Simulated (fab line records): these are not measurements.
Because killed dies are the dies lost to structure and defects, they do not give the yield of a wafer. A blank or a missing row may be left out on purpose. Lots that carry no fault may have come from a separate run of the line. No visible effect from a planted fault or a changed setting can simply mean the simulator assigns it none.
A lot that was struck, set against a sound lot | flow sky130 | 32 steps out of a route of 708
Sound: these wafers, L215.1, L215.2, L215.5. Wafers struck: L220.1, L220.2, L220.4. The cause is named last.
Order at every step that has rows: each side's tool, ch and its chambers, its first start. Under that, the readings that differ: sound wafers | struck wafers | difference of the means | sigmas: that difference in standard deviations of wafers without a fault.
alike: a reading whose means differ by less than 2 such deviations, as well as words and numbers matching on both sides. not compared: withheld readings; readings where some wafer has no value; bounds like >300 that might hide an equal value; numbers whose values overlap and for which the record gives no deviation.
A row with sigmas, a row that says differs or no value, or rows on one side alone: a step with any of these is where the two part. When numbers do not overlap yet have no deviation, they are printed without sigmas and do not part them. Lack of a reading on every wafer of one side parts them only where that side has two or more wafers.

SKY_PWDE_OVL_MEAS_07:
  sound: overlay-02 at day 5 11:18; struck: overlay-02 at day 6 15:31
  alike: PWDE_OVL
then, 1 step without rows for these wafers: SKY_PWDE_IMPLANT_08.
SKY_PWDE_STRIP_09: strips in O2/N2.
  sound on plasma asher-01 ch 0,1, day 5 11:29; struck on plasma asher-04 ch 0,1, day 6 15:42
  alike: drypump motor current A, oes product au, strip time to endpoint s
  not compared: rf hours counter h
SKY_PWDE_TW_MEAS_10:
  sound: film metro-04 at day 5 11:35; struck: film metro-01 at day 6 15:48
  alike: PWDE_TW
then, 7 steps without rows for these wafers: SKY_NWELL_DEHYDRATE_03 (time 60 s); SKY_NWELL_HMDS_04 (prime time 60 s); SKY_NWELL_COAT_05 (resist thk 3000 nm); SKY_NWELL_SOFTBAKE_06; SKY_NWELL_EXPOSE_07 (exposes mask NWM, target cd 840 nm); SKY_NWELL_PEB_08; SKY_NWELL_DEVELOP_09 (develop time 60 s).
SKY_NWELL_OVL_MEAS_10:
  sound: overlay-01 at day 6 05:13; struck: overlay-02 at day 7 11:28
  alike: NWELL_00_OVL
SKY_NWELL_IMPLANT_11:
  sound on implanter-01 ch 0, day 6 05:15; struck on implanter-01 ch 0, day 7 11:31
  reading                   | sound                | struck               | difference | sigmas
  beam energy keV           | 399.87 399.93 400.02 | 418.38 418.42 418.50 | +18.49     | +99 or more
  model.implant.rp nm (nm)  | 498.2 498.2 498.2    | 522.1 522.1 522.1    | +23.9      |
  model.implant.drp nm (nm) | 116.9 116.9 116.9    | 119.6 119.6 119.6    | +2.7       |
  alike: beam on s
then, 2 steps without rows for these wafers: SKY_NWELL_IMPLANT_12; SKY_NWELL_IMPLANT_13.
SKY_NWELL_STRIP_14: strips in O2/N2.
  sound on plasma asher-02 ch 0,1, day 6 05:42; struck on plasma asher-02 ch 0,1, day 7 11:58
  alike: drypump motor current A, oes product au, strip time to endpoint s
  not compared: rf hours counter h
SKY_NWELL_TW_MEAS_15:
  sound: film metro-04 at day 6 05:48; struck: film metro-01 at day 7 12:04
  alike: NWELL_TW
then, 7 steps without rows for these wafers: SKY_NWELL_DEHYDRATE_16 (time 60 s); SKY_NWELL_HMDS_17 (prime time 60 s); SKY_NWELL_COAT_18 (resist thk 3000 nm); SKY_NWELL_SOFTBAKE_19; SKY_NWELL_EXPOSE_20 (exposes mask NWM COMPLEMENT, target cd 840 nm); SKY_NWELL_PEB_21; SKY_NWELL_DEVELOP_22 (develop time 60 s).
SKY_NWELL_OVL_MEAS_23:
  sound: overlay-01 at day 7 00:34; struck: overlay-02 at day 8 07:54
  alike: NWELL_01_OVL
then, 1 step without rows for these wafers: SKY_NWELL_IMPLANT_24.
SKY_NWELL_STRIP_25: strips in O2/N2.
  sound on plasma asher-02 ch 0,1, day 7 00:45; struck on plasma asher-03 ch 0,1, day 8 08:05
  alike: drypump motor current A, oes product au, strip time to endpoint s
  not compared: rf hours counter h
SKY_NWELL_TW_MEAS_26:
  sound: film metro-04 at day 7 00:51; struck: film metro-01 at day 8 08:11
  alike: NWELL_2_TW
then, 1 step without rows for these wafers: SKY_NWELL_CLEAN_27 (cleans in SC1/SC2, time 150 s).
SKY_NWELL_RTA_28: time 30 s.
  sound on rtp anneal-01 ch 0, day 7 00:58; struck on rtp anneal-01 ch 0, day 8 08:18
  alike: lamp power pct, ramp up c per s, wafer_temp_C_max
SKY_NWELL_RS_MEAS_29: the measuring method here is four-point-probe.
  sound: film metro-01 at day 7 01:04; struck: film metro-03 at day 8 08:24
  reading           | sound             | struck            | difference | sigmas
  NWELL_RS (ohm/sq) | 624.8 625.3 624.5 | 618.7 620.3 618.6 | -5.7       | -4
-- the record jumps here: 40 days lie between the struck wafers' starts before and after (it left off in module NWELL and takes up again in module PAD_OPEN, whose first step shown is number 708 of the route) --
SKY_PAD_OPEN_PROBE_99:
  sound: prober-02 at day 47 15:26; struck: prober-01 at day 48 11:13
  reading                                     | sound                         | struck                        | difference | sigmas
  model.etest.nfet_16v.r on ohm um            | 1.402e+04 1.384e+04 1.406e+04 | 1.457e+04 1.442e+04 1.446e+04 | +5.100e+02 |
  model.etest.iso nwell nwell.leak log10 a um | -13.59 -13.63 -13.24          | -12.56 -12.58 -12.63          | +0.90      |
  model.etest.pfet_01v8_lvt.vt sat v (V)      | -0.4642 -0.4627 -0.4666       | -0.4091 -0.4155 -0.4086       | +0.0534    |
  model.etest.pfet_01v8_lvt.vt v (V)          | -0.5535 -0.5506 -0.554        | -0.5088 -0.5118 -0.5025       | +0.0450    |
  alike: killed_at_M0_to_M3, killed_at_M4_up, killed at contacts, killed at front end, killed at other, killed dies, killed open, killed short

## WHERE THEY PART
First at SKY_NWELL_IMPLANT_11; last, within this record, at SKY_NWELL_RS_MEAS_29. Later steps at which nothing parts them and some readings are alike: SKY_PAD_OPEN_PROBE_99.

WHY: the cause the simulator had injected
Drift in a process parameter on implanter-01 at SKY_NWELL_IMPLANT_11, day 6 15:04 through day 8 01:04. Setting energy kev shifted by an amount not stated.
